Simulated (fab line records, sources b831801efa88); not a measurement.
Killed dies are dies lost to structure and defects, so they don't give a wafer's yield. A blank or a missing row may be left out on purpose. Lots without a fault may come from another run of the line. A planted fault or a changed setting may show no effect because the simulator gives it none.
fab line records | flow sfq_line
record lots=5 wafers=15 last_day=93
route steps=325 shown I4@170 JJ@178 M5@198 A5B@209 R5@225
lots that met no fault: from a run of the same line without faults
start_h: hours from the record's first day to the start of the lot's first wafer shown | wait_h: hours since the lot's step before | " the same as in the row above | L1.1+2: a row that stands for several wafers | - no value, or no start given | * or withheld: withheld | < > ~ a bound
route shown NAME@n: a module of which the file shows steps, and the number in the route of the first | usual: mean/standard deviation of fault-free wafers | same: alike in all rows | chamber/n: place in a boat | sites: the reading at each site | _std_site: their standard deviation | _edge_site: outer sites' mean less inner sites' | radius_mm: how far each site lies from the wafer's centre | mask NAME#n: copy n | behind: the tool/chamber that last shaped the wafer | hold: why the lot was held/for how many hours/how that ended | device: the transistor (n, p or np) that didn't switch | end of line: the same wafers' tests at the end of the route | a step without rows: its recipe alone | killed: dies lost to structure and defects at the first sort, not the wafer's yield | map: a wafer's dies, x killed, . not, _ none there
set.NAME: the setting as run; set.NAME@STEP: as run at that earlier step | model.NAME: the simulator's own value behind a step, which no gauge read
lots at some steps of the route; a table a step, a row a wafer
services: from which hour (start_h, from the record's first day; less than 0 if before it) a tool's chamber was out of use, for how many hours, and why
## steps
# step SFQ_TRILAYER_I4_VIA_LITHO_EXPOSE_104
# recipe mask_id=I4 na=0.6 source_shape=conventional sigma_outer=0.65 target_cd_nm=700 dose_mj=21.3
# step SFQ_TRILAYER_I4_VIA_LITHO_PEB_106
# recipe peb_temp_c=115 peb_time_s=60 resist=KrF
# step SFQ_TRILAYER_I4_VIA_LITHO_DEVELOP_105
# recipe time_s=60 resist=KrF
# step SFQ_I4_OVL_MEAS_928
# usual I4_OVL=-2/5.2
# columns lot.wafer tool chamber start_h wait_h I4_OVL[nm]
L771.2 overlay-02 - 1159.56 0.1 -1
L771.5 " - " " -3
L771.6 " - " " -2
L777.1 overlay-01 - 1336.48 0.1 -2
L777.5 " - " " 4
L777.6 " - " " -2
L778.3 overlay-02 - 1341.24 0.1 0
L778.5 " - " " 5
L778.6 " - " " 0
L787.2 overlay-02 - 1459.02 0.1 0
L787.4 " - " " 1
L787.5 " - " " -4
L788.2 overlay-01 - 1465.82 0.1 13
L788.5 " - " " 12
L788.6 " - " " 12
# step SFQ_TRILAYER_I4_VIA_BARC_OPEN_VIA_ETCH_146
# recipe mask_material=PR chemistry=O2 target_depth_nm=125 target=BARC source_w=500 bias_w=80 pressure_mtorr=30 time_s=41.7
# step SFQ_TRILAYER_I4_VIA_ETCH_VIA_ETCH_106
# recipe target=SiO2 stop_on=Nb mask_material=PR taper_deg=20 chemistry=CHF3 target_depth_nm=260 source_w=500 bias_w=80 pressure_mtorr=30 time_s=withheld
# step SFQ_TRILAYER_I4_VIA_STRIP_STRIP_107
# recipe gas=O2 power_w=200 platen_temp_c=40 overash_fraction=0.65 chemistry=O2 pressure_mtorr=50
# step SFQ_TRILAYER_I4_VIA_STRIP_SOLV_CLEAN_108
# recipe chemistry=NMP temp_c=70 time_s=600
# step SFQ_TRILAYER_JJ_TRILAYER_DEP_PRE_CLEAN_113
# recipe gas=Ar time_s=22.5 bias_v=250
# step SFQ_TRILAYER_JJ_TRILAYER_DEP_SPUTTER_109
# recipe material=Nb base_pressure_pa=1.33e-06 chamber_pressure_pa=0.1333 substrate_temp_c=20 target_thk_nm=150 power_w=2000 time_s=100
# step SFQ_TRILAYER_JJ_TRILAYER_DEP_SPUTTER_110
# recipe material=Al base_pressure_pa=1.33e-06 target_thk_nm=8 power_w=500 time_s=10 chamber_pressure_pa=0.4
# step SFQ_TRILAYER_JJ_TRILAYER_DEP_AL_OXIDATION_111
# recipe pressure_mbar=0.014667 oxidation_time_s=600 temperature_k=293
# step SFQ_TRILAYER_JJ_TRILAYER_DEP_SPUTTER_112
# recipe material=Nb base_pressure_pa=1.33e-06 chamber_pressure_pa=0.1333 substrate_temp_c=20 target_thk_nm=170 power_w=2000 time_s=113.3
# usual throttle_valve_pct=29.8/0.89
# columns lot.wafer tool chamber start_h wait_h throttle_valve_pct model.Nb_of_TRILAYER_JJ_TRILAYER_DEP_SPUTTER_112.thk_nm
L771.2 pvd_sputter-04 - 1161.68 0.5 31.4 167.7
L771.5 " - " " 31.6 167
L771.6 " - " " 29.0 169.2
L777.1 pvd_sputter-06 - 1338.56 0.5 30.0 170.5
L777.5 " - " " 30.5 172.3
L777.6 " - " " 29.7 171
L778.3 pvd_sputter-04 - 1344.70 1.9 31.6 79.59
L778.5 " - " " 28.8 80.9
L778.6 " - " " 29.3 168
L787.2 pvd_sputter-03 - 1461.10 0.5 29.5 170
L787.4 " - " " 30.0 170.8
L787.5 " - " " 30.2 171.3
L788.2 pvd_sputter-06 - 1467.90 0.5 28.2 168.6
L788.5 " - " " 29.8 166.4
L788.6 " - " " 30.8 168
# step SFQ_JJ_RS_MEAS_929
# recipe thk_meas_gauge=four-point-probe reads=Nb_of_TRILAYER_JJ_TRILAYER_DEP_SPUTTER_112
# usual JJ_NB_RS=1.050/0.0099
# columns lot.wafer tool chamber start_h wait_h JJ_NB_RS[ohm/sq]
L771.2 film_metro-04 - 1161.78 0.1 1.065
L771.5 " - " " 1.070
L771.6 " - " " 1.055
L777.1 film_metro-04 - 1338.64 0.0 1.046
L777.5 " - " " 1.033
L777.6 " - " " 1.042
L778.3 film_metro-04 - 1344.82 0.1 2.273
L778.5 " - " " 2.236
L778.6 " - " " 1.063
L787.2 film_metro-04 - 1461.20 0.1 1.051
L787.4 " - " " 1.044
L787.5 " - " " 1.041
L788.2 film_metro-01 - 1468.00 0.1 1.060
L788.5 " - " " 1.073
L788.6 " - " " 1.061
# step SFQ_TRILAYER_JJ_CE_LITHO_COAT_119
# recipe resist=BARC spin_rpm=3000 resist_thk_nm=62
# step SFQ_TRILAYER_JJ_CE_LITHO_COAT_114
# recipe resist=KrF spin_rpm=3000 resist_thk_nm=600
# step SFQ_TRILAYER_JJ_CE_LITHO_SOFTBAKE_118
# recipe temp_c=withheld time_s=withheld resist=KrF
# step SFQ_TRILAYER_JJ_CE_LITHO_EXPOSE_115
# recipe mask_id=J5 na=0.6 source_shape=conventional sigma_outer=0.65 target_cd_nm=700 dose_mj=14.4
# step SFQ_TRILAYER_JJ_CE_LITHO_PEB_117
# recipe peb_temp_c=115 peb_time_s=60 resist=KrF
# step SFQ_TRILAYER_JJ_CE_LITHO_DEVELOP_116
# recipe time_s=60 resist=KrF
# step SFQ_JJ_OVL_MEAS_931
# usual J5_OVL=2/6.5
# columns lot.wafer tool chamber start_h wait_h J5_OVL[nm]
L771.2 overlay-01 - 1299.18 0.1 -3
L771.5 " - " " 4
L771.6 " - " " -4
L777.1 overlay-01 - 1457.66 0.1 7
L777.5 " - " " 11
L777.6 " - " " 5
L778.3 overlay-02 - 1464.87 0.1 -4
L778.5 " - " " -4
L778.6 " - " " 4
L787.2 overlay-02 - 1479.32 0.1 -11
L787.4 " - " " -2
L787.5 " - " " -5
L788.2 overlay-02 - 1480.46 0.1 -3
L788.5 " - " " 0
L788.6 " - " " 0
# step SFQ_TRILAYER_JJ_CE_METRO_MEASURE_117
# step SFQ_TRILAYER_JJ_CE_BARC_OPEN_RIE_150
# recipe mask_material=PR chemistry=O2 target_depth_nm=240 target=BARC icp_w=600 bias_w=80 pressure_mtorr=10 time_s=80
# usual drypump_motor_current_A=5.9/0.33 oes_product_au=0.538/0.0044
# columns lot.wafer tool chamber start_h wait_h drypump_motor_current_A oes_product_au rf_hours_counter_h
L771.2 rie_metal-03 0 1300.41 0.8 5.4 0.534 70
L771.5 " 0 " " 5.4 0.535 -
L771.6 " 1 " " 6.3 0.536 -
L777.1 rie_metal-03 0 1458.89 1.0 5.4 0.548 94
L777.5 " 0 " " 5.5 0.543 -
L777.6 " 1 " " 6.3 0.535 -
L778.3 rie_metal-04 1 1466.12 0.6 6.2 0.535 -
L778.5 " 0 " " 5.7 0.546 -
L778.6 " 1 " " 6.3 0.541 -
L787.2 rie_metal-04 1 1480.55 0.8 6.2 0.536 103
L787.4 " 1 " " 6.2 0.538 -
L787.5 " 0 " " 5.7 0.536 -
L788.2 rie_metal-01 1 1481.69 0.8 5.9 0.541 126
L788.5 " 1 " " 5.9 0.527 -
L788.6 " 0 " " 5.7 0.535 -
# step SFQ_TRILAYER_JJ_CE_ETCH_RIE_118
# recipe target=Nb stop_on=Al2O3 mask_material=PR taper_deg=13.257 over_etch_frac=0.15 time_s=97.7 chemistry=SF6 target_depth_nm=170 icp_w=600 bias_w=80 pressure_mtorr=10
# usual drypump_motor_current_A=5.9/0.33 oes_product_au=0.988/0.0059
# columns lot.wafer tool chamber start_h wait_h drypump_motor_current_A oes_product_au rf_hours_counter_h
L771.2 rie_metal-03 0 1300.50 0.1 5.4 0.981 70
L771.5 " 0 " " 5.4 0.985 -
L771.6 " 1 " " 6.3 0.988 -
L777.1 rie_metal-03 0 1458.98 0.1 5.4 0.977 94
L777.5 " 0 " " 5.4 0.983 -
L777.6 " 1 " " 6.3 0.975 -
L778.3 rie_metal-04 1 1466.22 0.1 6.2 0.666 -
L778.5 " 0 " " 5.6 0.679 -
L778.6 " 1 " " 6.2 0.997 -
L787.2 rie_metal-04 1 1480.64 0.1 6.2 0.988 103
L787.4 " 1 " " 6.2 0.984 -
L787.5 " 0 " " 5.7 0.990 -
L788.2 rie_metal-01 1 1482.45 0.7 5.9 0.989 126
L788.5 " 1 " " 5.9 0.973 -
L788.6 " 0 " " 5.8 0.980 -
# step SFQ_TRILAYER_JJ_ANODIZE_ANODIZE_119
# recipe current_density_ma_cm2=withheld end_current_density_ma_cm2=withheld bath_temp_c=withheld
# step SFQ_TRILAYER_JJ_CE_STRIP_STRIP_120
# recipe gas=O2 power_w=200 platen_temp_c=40 overash_fraction=0.65 chemistry=O2 pressure_mtorr=50
# usual drypump_motor_current_A=5.89/0.3 oes_product_au=0.997/0.0073
# columns lot.wafer tool chamber start_h wait_h drypump_motor_current_A oes_product_au rf_hours_counter_h
L771.2 rie_metal-04 1 1301.16 0.0 6.26 1.020 72
L771.5 " 0 " " 5.69 0.993 -
L771.6 " 1 " " 6.23 1.011 -
L777.1 rie_metal-03 0 1459.59 0.0 5.42 1.000 94
L777.5 " 1 " " 6.27 1.003 -
L777.6 " 0 " " 5.43 0.998 -
L778.3 rie_metal-01 1 1466.99 0.2 5.95 0.986 -
L778.5 " 0 " " 5.74 0.989 -
L778.6 " 1 " " 5.94 0.987 -
L787.2 rie_metal-03 1 1481.25 0.0 6.27 0.992 59
L787.4 " 1 " " 6.27 0.996 -
L787.5 " 0 " " 5.44 0.998 -
L788.2 rie_metal-04 1 1483.09 0.0 6.24 1.005 104
L788.5 " 0 " " 5.68 0.995 -
L788.6 " 1 " " 6.26 1.009 -
# step SFQ_TRILAYER_JJ_CE_STRIP_SOLV_CLEAN_121
# recipe chemistry=NMP temp_c=70 time_s=600
# step SFQ_TRILAYER_M5_LITHO_COAT_128
# recipe resist=BARC spin_rpm=3000 resist_thk_nm=62
# step SFQ_TRILAYER_M5_LITHO_COAT_123
# recipe resist=KrF spin_rpm=3000 resist_thk_nm=600
# step SFQ_TRILAYER_M5_LITHO_SOFTBAKE_127
# recipe temp_c=withheld time_s=withheld resist=KrF
# step SFQ_TRILAYER_M5_LITHO_EXPOSE_124
# recipe mask_id=M5 na=0.6 source_shape=conventional sigma_outer=0.65 target_cd_nm=700 dose_mj=14.4
# step SFQ_TRILAYER_M5_LITHO_PEB_126
# recipe peb_temp_c=115 peb_time_s=60 resist=KrF
# step SFQ_TRILAYER_M5_LITHO_DEVELOP_125
# recipe time_s=60 resist=KrF
# step SFQ_M5_OVL_MEAS_932
# usual M5_OVL=2/6.6
# columns lot.wafer tool chamber start_h wait_h M5_OVL[nm]
L771.2 overlay-01 - 1419.53 0.1 0
L771.5 " - " " 5
L771.6 " - " " 2
L777.1 overlay-01 - 1468.22 0.1 0
L777.5 " - " " 0
L777.6 " - " " 7
L778.3 overlay-02 - 1577.60 0.1 5
L778.5 " - " " -2
L778.6 " - " " -4
L787.2 overlay-01 - 1594.40 0.1 1
L787.4 " - " " -1
L787.5 " - " " 2
L788.2 overlay-01 - 1598.00 0.1 -7
L788.5 " - " " -5
L788.6 " - " " -3
# step SFQ_TRILAYER_M5_BARC_OPEN_METAL_ETCH_161
# recipe mask_material=PR chemistry=O2 target_depth_nm=125 target=BARC icp_w=600 bias_w=80 pressure_mtorr=10 time_s=41.7
# usual drypump_motor_current_A=6.2/0.42 oes_product_au=0.685/0.0049
# columns lot.wafer tool chamber start_h wait_h drypump_motor_current_A oes_product_au rf_hours_counter_h
L771.2 rie_metal-04 1 1419.58 0.0 6.3 0.687 -
L771.5 " 1 " " 6.2 0.685 -
L771.6 " 1 " " 6.3 0.680 -
L777.1 rie_metal-04 0 1468.25 0.0 5.7 0.679 7
L777.5 " 1 " " 6.2 0.677 -
L777.6 " 0 " " 5.7 0.691 -
L778.3 rie_metal-04 1 1577.65 0.0 6.2 0.687 -
L778.5 " 1 " " 6.2 0.683 -
L778.6 " 0 " " 5.7 0.691 -
L787.2 rie_metal-02 1 1594.45 0.0 6.8 0.694 -
L787.4 " 1 " " 6.8 0.687 -
L787.5 " 1 " " 6.8 0.681 -
L788.2 rie_metal-02 0 1598.03 0.0 6.4 0.686 14
L788.5 " 0 " " 6.4 0.685 -
L788.6 " 1 " " 6.8 0.689 -
# step SFQ_TRILAYER_M5_ETCH_METAL_ETCH_126
# recipe target=Nb stop_on=SiO2 mask_material=PR over_etch_frac=0.15 time_s=203.2 chemistry=Cl2/BCl3 target_depth_nm=265 icp_w=600 bias_w=80 pressure_mtorr=10
# usual drypump_motor_current_A=6.2/0.42 oes_product_au=0.727/0.0057
# columns lot.wafer tool chamber start_h wait_h drypump_motor_current_A oes_product_au rf_hours_counter_h
L771.2 rie_metal-04 1 1419.75 0.1 6.3 0.727 -
L771.5 " 1 " " 6.3 0.721 -
L771.6 " 1 " " 6.3 0.719 -
L777.1 rie_metal-04 0 1468.31 0.0 5.7 0.724 7
L777.5 " 1 " " 6.2 0.720 -
L777.6 " 0 " " 5.7 0.723 -
L778.3 rie_metal-04 1 1577.75 0.1 6.3 0.725 -
L778.5 " 1 " " 6.3 0.734 -
L778.6 " 0 " " 5.7 0.722 -
L787.2 rie_metal-02 1 1594.61 0.1 6.8 0.731 -
L787.4 " 1 " " 6.8 0.725 -
L787.5 " 1 " " 6.8 0.727 -
L788.2 rie_metal-02 0 1598.09 0.0 6.4 0.727 14
L788.5 " 0 " " 6.4 0.717 -
L788.6 " 1 " " 6.8 0.728 -
# step SFQ_TRILAYER_M5_STRIP_STRIP_127
# recipe gas=O2 power_w=200 platen_temp_c=40 overash_fraction=0.65 chemistry=O2 pressure_mtorr=50
# step SFQ_TRILAYER_M5_STRIP_SOLV_CLEAN_128
# recipe chemistry=NMP temp_c=70 time_s=600
# step SFQ_TRILAYER_A5B_DEP_PECVD_129
# recipe material=SiO2 temp_c=150 time_s=133.33 pressure_torr=2.4 rf_w=183.3 precursor=SiH4/N2O target_thk_nm=600
# step SFQ_TRILAYER_A5B_CMP_CMP_130
# recipe stop_on=Nb down_force_psi=3 platen_rpm=60 target_thk_nm=340.7
# step SFQ_TRILAYER_A5B_METRO_MEASURE_131
# usual thk_nm=341/5.6
# columns lot.wafer tool chamber start_h wait_h thk_nm
L771.2 film_metro-01 - 1424.74 1.2 336
L771.5 " - " " 338
L771.6 " - " " 336
L777.1 film_metro-01 - 1472.39 1.0 343
L777.5 " - " " 346
L777.6 " - " " 339
L778.3 film_metro-02 - 1582.15 1.4 347
L778.5 " - " " 342
L778.6 " - " " 347
L787.2 film_metro-01 - 1606.35 1.7 343
L787.4 " - " " 341
L787.5 " - " " 348
L788.2 film_metro-02 - 1609.55 1.2 341
L788.5 " - " " 343
L788.6 " - " " 346
# step SFQ_TRILAYER_R5_ETCH_METAL_ETCH_139
# recipe stop_on=SiO2 mask_material=PR chemistry=Cl2 target_depth_nm=60 icp_w=600 bias_w=80 pressure_mtorr=10 time_s=40
# usual drypump_motor_current_A=6.3/0.47 oes_product_au=0.989/0.0052
# columns lot.wafer tool chamber start_h wait_h drypump_motor_current_A oes_product_au rf_hours_counter_h model.Nb_of_TRILAYER_JJ_TRILAYER_DEP_SPUTTER_112.thk_nm
L771.2 rie_metal-02 1 1554.59 0.0 6.8 0.986 62 157.7
L771.5 " 1 " " 6.8 0.992 - 157
L771.6 " 0 " " 6.4 0.986 - 159.3
L777.1 rie_metal-02 0 1584.73 0.0 6.4 0.997 13 160.6
L777.5 " 0 " " 6.4 0.983 - 162.4
L777.6 " 1 " " 6.8 0.994 - 161.1
L778.3 rie_metal-02 0 1600.72 0.0 6.4 0.990 - 69.61
L778.5 " 1 " " 6.8 0.991 - 70.78
L778.6 " 0 " " 6.4 0.997 - 158
L787.2 rie_metal-02 0 1702.25 0.0 6.4 0.994 28 160
L787.4 " 0 " " 6.4 0.987 - 160.8
L787.5 " 1 " " 6.8 0.998 - 161.2
L788.2 rie_metal-03 1 1704.65 0.0 6.3 0.987 86 158.6
L788.5 " 0 " " 5.4 0.988 - 156.4
L788.6 " 1 " " 6.3 0.994 - 158
## services
# columns tool chamber start_h hours kind
film_metro-01 - 1139.41 0.8 pm
film_metro-01 - 1154.69 38.1 pm
rie_metal-03 0 1154.76 14.4 repair
rie_metal-02 - 1190.82 2.8 pm
rie_metal-03 1 1192.11 18.5 repair
rie_metal-02 - 1207.42 6.1 repair
rie_metal-02 - 1228.90 0.5 repair
rie_metal-01 0 1231.91 13.3 repair
rie_metal-03 - 1232.35 14.6 pm
rie_metal-04 - 1265.17 2.8 pm
film_metro-01 - 1270.80 0.5 pm
rie_metal-04 - 1275.22 0.6 repair
rie_metal-01 - 1298.53 28.1 pm
rie_metal-03 - 1345.24 10.6 repair
rie_metal-02 - 1421.68 28.1 pm
rie_metal-04 1 1436.73 1.3 repair
rie_metal-02 - 1457.38 5.9 repair
rie_metal-04 1 1511.06 3.7 repair
rie_metal-03 1 1519.43 3.0 repair
rie_metal-04 - 1612.39 10.0 pm
rie_metal-03 - 1625.62 2.8 pm
rie_metal-04 0 1635.75 5.9 repair
rie_metal-04 1 1659.25 7.7 repair
rie_metal-04 - 1694.71 14.6 pm
## key
first_sign step=SFQ_JJ_RS_MEAS_929 reading=JJ_NB_RS direction=up sigmas=99+ usual=1.050 struck=2.254
effect step=SFQ_TRILAYER_JJ_CE_ETCH_RIE_118 reading=oes_product_au direction=down sigmas=54 usual=0.988 struck=0.672
model_effect step=SFQ_TRILAYER_JJ_TRILAYER_DEP_SPUTTER_112 value=Nb_of_TRILAYER_JJ_TRILAYER_DEP_SPUTTER_112.thk_nm without=168.1 struck=80.25
model_effect step=SFQ_TRILAYER_R5_ETCH_METAL_ETCH_139 value=Nb_of_TRILAYER_JJ_TRILAYER_DEP_SPUTTER_112.thk_nm without=158 struck=70.2
met_at SFQ_TRILAYER_JJ_TRILAYER_DEP_SPUTTER_112
struck_wafers L778.3,L778.5
onset_between 1161.68 1344.70
fault kind=process_parameter_drift tool=pvd_sputter-04 chamber=- onset_h=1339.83 steps=SFQ_TRILAYER_JJ_TRILAYER_DEP_SPUTTER_112 channel=target_thk_nm offset=-87.836 shape=step end_h=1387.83 scope=struck_wafers_only acts_in=these_recipes_only stated=170
